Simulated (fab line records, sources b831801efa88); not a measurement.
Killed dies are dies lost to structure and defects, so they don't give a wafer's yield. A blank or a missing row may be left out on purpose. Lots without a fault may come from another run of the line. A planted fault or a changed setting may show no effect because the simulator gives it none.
Which tool did it? | flow gf180mcu | 7 lots, 21 wafers sampled, at 3 steps of a route of 602

WHAT THE GAUGES READ, wafer by wafer
GF_V5_RS_MEAS_24: measures by four-point-probe.
lot  | measured     | on            | V5_W_RS (ohm/sq)
L966 | day 27 20:42 | film_metro-01 | 0.326 0.327 0.327
L970 | day 29 09:56 | film_metro-01 | 0.327 0.330 0.330
L973 | day 30 04:42 | film_metro-03 | 0.323 0.323 0.329
L975 | day 30 20:45 | film_metro-01 | 0.331 0.329 0.329
L977 | day 31 05:56 | film_metro-04 | 0.331 0.333 0.329
L984 | day 33 00:59 | film_metro-01 | 0.330 0.329 0.329
L986 | day 33 09:46 | film_metro-04 | 0.334 0.327 0.334

WHICH TOOL RAN EACH LOT (tool, then ch and the chambers of the sampled wafers, then the start)
lot  | GF_CONTACT_ETCH_16                 | GF_V5_CMP_04
L966 | rie_diel-02 ch 2,3, day 16 20:15   | cmp-02 ch 0,2, day 26 23:32
L970 | rie_diel-02 ch 0,1,3, day 18 15:44 | cmp-01 ch 1,3, day 28 13:48
L973 | rie_diel-01 ch 0,1,3, day 19 16:30 | cmp-02 ch 1,2, day 29 09:43
L975 | rie_diel-03 ch 1,2,3, day 20 12:39 | cmp-02 ch 0,1, day 30 01:32
L977 | rie_diel-01 ch 0,1,3, day 20 23:48 | cmp-01 ch 0,2,3, day 30 11:01
L984 | rie_diel-03 ch 0,2,3, day 23 09:16 | cmp-01 ch 1,2,3, day 32 07:23
L986 | rie_diel-03 ch 1,2,3, day 23 23:32 | cmp-02 ch 0,1,3, day 32 16:20
- GF_CONTACT_ETCH_16: etches BARC in N2/H2.
- GF_V5_CMP_04: polishes SiO2.

THE ANSWER, worked out from the rows above alone
Rule: what is usual is taken from the lots themselves. Put in order of their means at a reading, lots are off if they are a third of the lots or fewer, leave a main group of 4 or more, and stand apart from it by a gap of 3 or more times the standard deviation of the main group's means; of several such gaps the widest counts. A main group whose means are all the same, to the digits that the tables above print for the reading, isn't used. A lot without any number at a reading at which 4 lots or more have one is off too. The other lots that the step has rows for count as sound.
No lot is off at any reading shown: from this, nothing can be told.

WHAT THE SIMULATOR HAD PUT IN
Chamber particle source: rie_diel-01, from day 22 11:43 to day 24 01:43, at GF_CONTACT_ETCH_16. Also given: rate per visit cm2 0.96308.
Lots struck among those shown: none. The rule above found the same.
